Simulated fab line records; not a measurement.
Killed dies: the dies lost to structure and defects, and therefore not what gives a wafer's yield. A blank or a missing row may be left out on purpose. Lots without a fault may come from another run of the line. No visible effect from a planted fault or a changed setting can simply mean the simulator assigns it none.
fab line records | flow sky130
record: lots: 14 wafers: 42 last_day: 50
route steps=708 shown SONOS_ONO@173 POLY_GATE@218 PAD_OPEN@708
lots that met no fault: taken from a fault-free run of the same line
start_h: hours from the record's opening day to when the first of the lot's shown wafers began | wait_h: how many hours have passed since the lot's step before this one | " identical to the entry in the row above | L1.1+2: several wafers, shown together as one row | - value missing, or start not given | * or withheld: withheld | < > ~ a bound
route shown NAME@n: a module of which the file shows steps, and the number in the route of the first | usual: mean/standard deviation of fault-free wafers | same: alike in all rows | chamber/n: place in a boat | sites: readings site by site | _std_site: the standard deviation of these | _edge_site: outer sites' mean less inner sites' | radius_mm: how far each site lies from the wafer's centre | mask NAME#n: copy n | behind: tool/chamber where the wafer was last shaped | hold: reason for holding the lot/hours on hold/outcome of the hold | device: names the non-switching transistor (n, p or np) | end of line: tests of these same wafers at the route's end | where a step has no rows: the recipe by itself | killed: dies that structure and defects cost at the first sort, which is not the same as the wafer's yield | map: the dies of a wafer, with x for killed, . for not killed, _ for no die there
set.NAME: the setting the step ran with; set.NAME@STEP: the setting that earlier step ran with | model.NAME: the simulator's own value behind a step, which no gauge read
the route's steps for a sample of lots (tables are steps, rows are wafers)
services: the hour from which a tool's chamber was out of use, counted from the record's first day as start_h (under 0 if before that day), plus the number of hours and why
== steps ==
step: SKY_SONOS_ONO_THK_MEAS_05
recipe: reads: SiO2_of_SONOS_ONO_CVD_04
usual: SONOS_ONO_CVD_04_THK: 5.76/0.11
columns lot.wafer tool chamber start_h wait_h SONOS_ONO_CVD_04_THK[nm]
L369.1 film_metro-03 - 254.79 0.0 5.75
L369.3 " - " " 5.74
L369.6 " - " " 5.84
L370.1 film_metro-02 - 261.98 0.0 5.81
L370.3 " - " " 5.90
L370.6 " - " " 5.91
L371.1 film_metro-02 - 268.26 0.0 5.76
L371.3 " - " " 5.84
L371.4 " - " " 5.70
L372.1 film_metro-03 - 286.96 0.0 5.87
L372.2 " - " " 5.76
L372.5 " - " " 5.77
L376.1 film_metro-03 - 318.26 0.0 5.80
L376.2 " - " " 5.81
L376.6 " - " " 5.89
L379.4 film_metro-02 - 332.18 0.0 5.71
L379.5 " - " " 5.73
L379.6 " - " " 5.69
L382.1 film_metro-02 - 362.49 0.0 5.79
L382.3 " - " " 5.72
L382.6 " - " " 5.77
L384.3 film_metro-03 - 391.18 0.0 5.77
L384.4 " - " " 5.78
L384.5 " - " " 5.83
L386.3 film_metro-02 - 395.72 0.0 5.73
L386.5 " - " " 5.90
L386.6 " - " " 5.75
L388.2 film_metro-03 - 408.29 0.0 5.66
L388.5 " - " " 5.72
L388.6 " - " " 5.69
L390.2 film_metro-04 - 426.11 0.0 5.72
L390.4 " - " " 5.60
L390.5 " - " " 5.66
L389.1 film_metro-02 - 430.29 0.0 5.68
L389.4 " - " " 5.67
L389.5 " - " " 5.79
L391.1 film_metro-04 - 433.13 0.0 5.74
L391.5 " - " " 5.79
L391.6 " - " " 5.80
L392.3 film_metro-02 - 439.30 0.0 5.55
L392.4 " - " " 5.48
L392.6 " - " " 5.50
step: SKY_SONOS_ONO_CD_MEAS_13
recipe: target_cd_nm: 410
usual: cd_nm: 410.0/2.1
columns lot.wafer tool chamber start_h wait_h cd_nm
L369.1 cd_sem-02 - 278.70 0.1 407.5
L369.3 " - " " 408.6
L369.6 " - " " 408.2
L370.1 cd_sem-01 - 286.15 0.1 412.8
L370.3 " - " " 411.2
L370.6 " - " " 411.9
L371.1 cd_sem-02 - 292.30 0.1 412.0
L371.3 " - " " 410.6
L371.4 " - " " 408.9
L372.1 cd_sem-02 - 311.42 0.1 412.1
L372.2 " - " " 411.0
L372.5 " - " " 412.4
L376.1 cd_sem-01 - 344.78 0.1 410.8
L376.2 " - " " 410.2
L376.6 " - " " 412.3
L379.4 cd_sem-02 - 359.33 0.1 409.7
L379.5 " - " " 408.4
L379.6 " - " " 411.1
L382.1 cd_sem-02 - 389.98 0.1 407.8
L382.3 " - " " 407.6
L382.6 " - " " 406.7
L384.3 cd_sem-01 - 418.84 0.1 410.2
L384.4 " - " " 409.1
L384.5 " - " " 410.6
L386.3 cd_sem-01 - 424.21 0.1 407.7
L386.5 " - " " 408.2
L386.6 " - " " 410.5
L388.2 cd_sem-02 - 437.77 0.1 407.3
L388.5 " - " " 409.8
L388.6 " - " " 410.4
L390.2 cd_sem-01 - 456.82 0.1 407.8
L390.4 " - " " 409.2
L390.5 " - " " 410.0
L389.1 cd_sem-01 - 460.52 0.1 405.9
L389.4 " - " " 408.6
L389.5 " - " " 405.8
L391.1 cd_sem-02 - 463.68 0.1 412.0
L391.5 " - " " 409.2
L391.6 " - " " 411.4
L392.3 cd_sem-02 - 470.12 0.1 412.2
L392.4 " - " " 412.6
L392.6 " - " " 411.2
step: SKY_POLY_GATE_THK_MEAS_04
recipe: reads: Si3N4_of_POLY_GATE_CVD_03
usual: POLY_GATE_CVD_03_THK: 74.8/0.85
columns lot.wafer tool chamber start_h wait_h POLY_GATE_CVD_03_THK[nm]
L369.1 film_metro-01 - 340.03 0.0 73.9
L369.3 " - " " 73.8
L369.6 " - " " 73.8
L370.1 film_metro-01 - 345.25 0.0 76.0
L370.3 " - " " 75.8
L370.6 " - " " 75.4
L371.1 film_metro-02 - 352.83 0.0 75.7
L371.3 " - " " 75.7
L371.4 " - " " 75.2
L372.1 film_metro-01 - 372.82 0.0 73.1
L372.2 " - " " 72.9
L372.5 " - " " 72.9
L376.1 film_metro-01 - 416.49 0.0 74.3
L376.2 " - " " 74.1
L376.6 " - " " 74.0
L379.4 film_metro-01 - 435.27 0.0 73.8
L379.5 " - " " 73.9
L379.6 " - " " 73.8
L382.1 film_metro-01 - 465.31 0.0 75.4
L382.3 " - " " 75.4
L382.6 " - " " 75.1
L384.3 film_metro-01 - 492.44 0.0 74.6
L384.4 " - " " 74.5
L384.5 " - " " 74.7
L386.3 film_metro-01 - 494.48 0.0 73.9
L386.5 " - " " 73.3
L386.6 " - " " 73.7
L388.2 film_metro-01 - 508.07 0.0 76.6
L388.5 " - " " 75.9
L388.6 " - " " 76.6
L390.2 film_metro-01 - 524.22 0.0 75.4
L390.4 " - " " 75.0
L390.5 " - " " 75.1
L389.1 film_metro-02 - 531.71 0.0 75.3
L389.4 " - " " 75.3
L389.5 " - " " 74.7
L391.1 film_metro-04 - 539.96 0.0 75.9
L391.5 " - " " 75.0
L391.6 " - " " 75.2
L392.3 film_metro-02 - 539.98 0.0 75.1
L392.4 " - " " 74.3
L392.6 " - " " 74.9
step: SKY_POLY_GATE_OXIDATION_20
recipe: temp_c: 850 ambient: O2 stabilise_s: 600 purge_s: 300 target_thk_a: 40 ox_time_s: 899
columns lot.wafer tool chamber start_h wait_h
L369.1+3+6 furnace-01 0 374.04 6.2
L370.1+3+6 furnace-01 0 374.04 1.6
L370.1+3+6 furnace-01 0 376.80 1.5
L371.1+3+4 furnace-01 0 389.19 8.4
L372.1+2+5 furnace-02 0 406.50 4.9
L372.1+2+5 furnace-01 0 408.75 1.0
L376.1+2+6 furnace-02 0 448.82 1.4
L379.4+5+6 furnace-01 0 467.37 0.0
L379.4+5+6 furnace-02 0 468.79 0.2
L382.1+3+6 furnace-01 0 496.55 0.3
L384.3+4+5 furnace-01 0 523.37 0.0
L386.3+5+6 furnace-01 0 524.91 0.0
L388.2+5+6 furnace-02 0 539.17 0.0
L390.2+4+5 furnace-01 0 554.86 0.0
L389.1+4+5 furnace-02 0 562.99 1.1
L391.1+5+6 furnace-02 0 570.95 0.8
L392.3+4+6 furnace-02 0 570.95 0.5
step: SKY_POLY_GATE_THK_MEAS_21
recipe: reads: SiO2_of_POLY_GATE_OXIDATION_20
usual: POLY_GATE_OXIDATION_THK: 3.96/0.072
columns lot.wafer tool chamber start_h wait_h POLY_GATE_OXIDATION_THK[nm]
L369.1 film_metro-04 - 375.29 0.0 4.00
L369.3 " - " " 4.01
L369.6 " - " " 4.00
L370.1 film_metro-01 - 378.05 0.0 6.70
L370.3 " - " " 6.69
L370.6 " - " " 6.67
L370.1 film_metro-01 - 378.28 0.2 6.73
L370.3 " - " " 6.69
L370.6 " - " " 6.66
L371.1 film_metro-02 - 390.44 0.0 3.83
L371.3 " - " " 3.89
L371.4 " - " " 3.92
L372.1 film_metro-02 - 410.00 0.0 6.33
L372.2 " - " " 6.30
L372.5 " - " " 6.23
L372.1 film_metro-02 - 410.37 0.4 6.30
L372.2 " - " " 6.29
L372.5 " - " " 6.23
L376.1 film_metro-04 - 450.07 0.0 3.91
L376.2 " - " " 3.98
L376.6 " - " " 3.83
L379.4 film_metro-01 - 470.07 0.0 6.45
L379.5 " - " " 6.38
L379.6 " - " " 6.31
L379.4 film_metro-01 - 470.29 0.2 6.49
L379.5 " - " " 6.39
L379.6 " - " " 6.32
L382.1 film_metro-01 - 497.80 0.0 3.99
L382.3 " - " " 3.99
L382.6 " - " " 3.96
L384.3 film_metro-02 - 524.64 0.0 3.95
L384.4 " - " " 3.93
L384.5 " - " " 3.90
L386.3 film_metro-01 - 526.18 0.0 4.05
L386.5 " - " " 3.98
L386.6 " - " " 3.99
L388.2 film_metro-02 - 540.43 0.0 3.98
L388.5 " - " " 4.07
L388.6 " - " " 3.98
L390.2 film_metro-01 - 556.12 0.0 3.96
L390.4 " - " " 3.95
L390.5 " - " " 3.99
L389.1 film_metro-02 - 564.24 0.0 3.90
L389.4 " - " " 3.91
L389.5 " - " " 3.88
L391.1 film_metro-04 - 572.20 0.0 3.98
L391.5 " - " " 3.93
L391.6 " - " " 4.03
L392.3 film_metro-02 - 572.22 0.0 4.01
L392.4 " - " " 3.95
L392.6 " - " " 4.00
step: SKY_PAD_OPEN_PROBE_99
usual: killed_at_M0_to_M3: 43/7.1 killed_at_M4_up: 3.2/1.7 killed_at_contacts: 24/5.6 killed_at_front_end: 16/5 killed_at_other: 0.4/0.68 killed_dies: 86/9.3 killed_open: 47/7.1 killed_short: 39/5.7
same: gross_dies: 492 killed_at_back_side: 0
columns lot.wafer tool chamber start_h wait_h killed_at_M0_to_M3 killed_at_M4_up killed_at_contacts killed_at_front_end killed_at_other killed_dies killed_open killed_short
L370.3 prober-02 - 1077.32 0.2 43 2 30 24 1 100 53 46
L370.6 prober-02 - 1077.47 0.2 45 1 24 12 0 82 44 38
L372.1 prober-02 - 1099.20 0.1 33 1 18 29 0 81 49 32
L372.5 prober-02 - 1099.40 0.2 42 2 19 18 0 81 43 38
L379.4 prober-01 - 1140.06 0.2 55 4 19 9 0 87 48 38
L379.5 prober-01 - 1140.11 0.2 47 2 26 10 1 86 53 33
L379.6 prober-01 - 1140.16 0.2 45 4 31 9 1 90 45 44
killed by level:class
L370.3 CONTACT:geometric_particle:open=12 VIA1:geometric_particle:open=10 LI_CONTACT:geometric_particle:open=9 FIELD_ISO:geometric_particle:short=8 METAL2:geometric_particle:short=8 LOCAL_INTERCONNECT:geometric_particle:short=6 POLY_GATE:geometric_particle:open=5 VIA2:geometric_particle:open=5
L370.6 LI_CONTACT:geometric_particle:open=9 VIA2:geometric_particle:open=8 CONTACT:geometric_particle:open=7 VIA1:geometric_particle:short=7 VIA1:geometric_particle:open=6 CONTACT:geometric_particle:short=5 METAL2:geometric_particle:short=5 FIELD_ISO:geometric_particle:short=4
L372.1 CONTACT:geometric_particle:open=10 VIA1:geometric_particle:open=8 FIELD_ISO:geometric_particle:short=7 POLY_GATE:geometric_particle:open=7 FIELD_ISO:geometric_particle:open=5 VIA3:geometric_particle:open=5 LI_CONTACT:geometric_particle:open=4 METAL1:geometric_particle:short=4
L372.5 VIA1:geometric_particle:open=13 FIELD_ISO:geometric_particle:short=6 CONTACT:geometric_particle:open=6 VIA2:geometric_particle:open=6 VIA3:geometric_particle:open=6 POLY_GATE:geometric_particle:short=5 LOCAL_INTERCONNECT:geometric_particle:short=5 POLY_GATE:geometric_particle:open=4
L379.4 VIA1:geometric_particle:open=15 CONTACT:geometric_particle:open=8 VIA3:geometric_particle:open=7 VIA2:geometric_particle:open=6 LI_CONTACT:geometric_particle:open=5 VIA1:geometric_particle:short=5 VIA3:geometric_particle:short=5 LI_CONTACT:geometric_particle:short=4
L379.5 VIA1:geometric_particle:open=14 CONTACT:geometric_particle:open=10 LI_CONTACT:geometric_particle:open=9 VIA2:geometric_particle:open=6 METAL1:geometric_particle:short=5 METAL2:geometric_particle:short=4 VIA3:geometric_particle:short=4 VIA3:geometric_particle:open=4
L379.6 VIA1:geometric_particle:open=12 LI_CONTACT:geometric_particle:open=9 CONTACT:geometric_particle:open=9 METAL1:geometric_particle:short=6 VIA1:geometric_particle:short=6 VIA2:geometric_particle:short=5 CONTACT:geometric_particle:short=4 VIA2:geometric_particle:open=4
== services ==
columns tool chamber start_h hours kind
furnace-02 - 359.45 4.1 pm
furnace-02 - 367.48 37.5 pm
furnace-01 - 417.68 3.1 pm
furnace-01 - 460.36 2.6 pm
furnace-02 - 523.76 3.5 pm
== key ==
first_sign: step: SKY_POLY_GATE_OXIDATION_20 reading: visit direction: added
effect: step: SKY_POLY_GATE_THK_MEAS_21 reading: visit direction: added
effect: step: SKY_POLY_GATE_THK_MEAS_21 reading: POLY_GATE_OXIDATION_THK direction: up sigmas: 34 usual: 3.96 struck: 6.45
met_at SKY_POLY_GATE_OXIDATION_20
struck_lots L370,L372,L379
tester_left_out L370,L372,L379
not_acting_at SKY_SONOS_ONO_THK_MEAS_05,SKY_SONOS_ONO_CD_MEAS_13,SKY_POLY_GATE_THK_MEAS_04
fault: kind: repeated_step_whole tool: furnace-01,furnace-02 chamber: - onset_h: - steps: SKY_POLY_GATE_OXIDATION_20 times: 1 scope: struck_lots_only
tester_left_out: of these lots the tester's yield and bins aren't shown, on N5 and GAA mostly nor the transistor test; their killed dies are dies lost to structure and defects alone, not to doping, threshold or leakage, so they don't give the yield
